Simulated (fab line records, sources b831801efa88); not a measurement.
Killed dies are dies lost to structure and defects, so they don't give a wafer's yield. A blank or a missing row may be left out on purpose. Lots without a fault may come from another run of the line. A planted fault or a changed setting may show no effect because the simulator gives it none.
One fault seen from 2 desks | flow sky130 | each desk has only its own numbers; what lay behind them comes last

THE METROLOGY DESK
What the gauges read, lot by lot, whatever tool the lot ran on: means of the sampled wafers that have a number. A lot is out of limits, marked OUT, if its mean lies more than 4 standard deviations from the usual mean; the brackets give that distance.
Columns: A = VT_ADJUST_LVTN_OVL at SKY_VT_ADJUST_LVTN_OVL_MEAS_07, usual 0.2 nm; B = VT_ADJUST_LVTN_2_TW at SKY_VT_ADJUST_LVTN_TW_MEAS_21, usual 188.1
lot  | first seen here | A    | B
L404 | day 7 06:32     | -1.0 | 187.1
L405 | day 7 08:44     | -1.0 | 189.2
L406 | day 7 12:51     | 1.7  | 187.8
L407 | day 8 00:47     | 0.3  | 189.3
L408 | day 8 04:35     | -0.2 | 188.3
L414 | day 9 20:35     | 1.1  | 187.1
L415 | day 10 04:31    | 0.5  | 187.7
L416 | day 10 11:43    | -1.1 | 189.8
L419 | day 11 05:29    | 0.5  | 187.4
L421 | day 11 23:50    | -0.2 | 186.0
L422 | day 12 02:31    | 0.4  | 187.4
L425 | day 13 01:35    | -0.5 | 188.7
L426 | day 13 05:52    | 0.6  | 190.9
This desk's finding: nothing out of limits on any of the 13 lots.

THE TOOL OWNER'S DESK: plasma_asher-02
The tool's own readings at SKY_VT_ADJUST_HVTP_STRIP_10 (strips in O2/N2): means of the sampled wafers that have a number, for each lot that ran on this tool. A lot is out of limits, marked OUT, if its mean lies more than 4 standard deviations from the usual mean; the brackets give that distance.
Columns: A = chamber_pressure_mTorr at SKY_VT_ADJUST_HVTP_STRIP_10, usual 1499.9 mTorr; B = drypump_motor_current_A at SKY_VT_ADJUST_HVTP_STRIP_10, usual 5.49 A; C = oes_product_au at SKY_VT_ADJUST_HVTP_STRIP_10, usual 0.715 a.u.; D = strip_time_to_endpoint_s at SKY_VT_ADJUST_HVTP_STRIP_10, usual 14.18 s
lot  | first seen here | A                        | B    | C                | D
L404 | day 6 11:14     | 1498.5                   | 5.38 | 0.711            | 14.15
L405 | day 6 13:14     | 1499.7                   | 5.29 | 0.712            | 14.15
L407 | day 7 05:08     | 1499.9                   | 5.38 | 0.715            | 14.21
L408 | day 7 08:34     | 1500.4                   | 5.37 | 0.717            | 14.22
L414 | day 8 23:14     | 1200.0 (-99 or more) OUT | 5.39 | 0.679 (-9.1) OUT | 15.37 (+30) OUT
L415 | day 9 06:07     | 1201.1 (-99 or more) OUT | 5.34 | 0.677 (-9.5) OUT | 15.32 (+29) OUT
L416 | day 9 12:23     | 1199.7 (-99 or more) OUT | 5.36 | 0.683 (-8.1) OUT | 15.38 (+30) OUT
L425 | day 12 01:07    | 1499.6                   | 5.38 | 0.714            | 14.14
L426 | day 12 05:08    | 1500.4                   | 5.35 | 0.717            | 14.17
This desk's finding: out of limits on L414, L415, L416; first on L414, day 8 23:14 (chamber_pressure_mTorr at SKY_VT_ADJUST_HVTP_STRIP_10). In limits: L404, L405, L407, L408, L425, L426.

PUT TOGETHER
The tool owner's desk could have raised an alarm at day 8 23:14, on L414, L415, L416.
The metrology desk saw nothing out of limits.
The metrology desk has L414, L415, L416 on record, within its limits.
Of the lots named, all ran SKY_VT_ADJUST_HVTP_STRIP_10 on plasma_asher-02.

WHAT THE SIMULATOR HAD PUT IN
Process parameter drift: plasma_asher-02, from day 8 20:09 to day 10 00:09, at SKY_VT_ADJUST_HVTP_STRIP_10. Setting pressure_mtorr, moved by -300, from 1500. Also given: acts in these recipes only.
Lots struck among those shown: L414, L415, L416.
Hours from the fault's start to each desk's first reading out of limits: the tool owner's desk, 3.
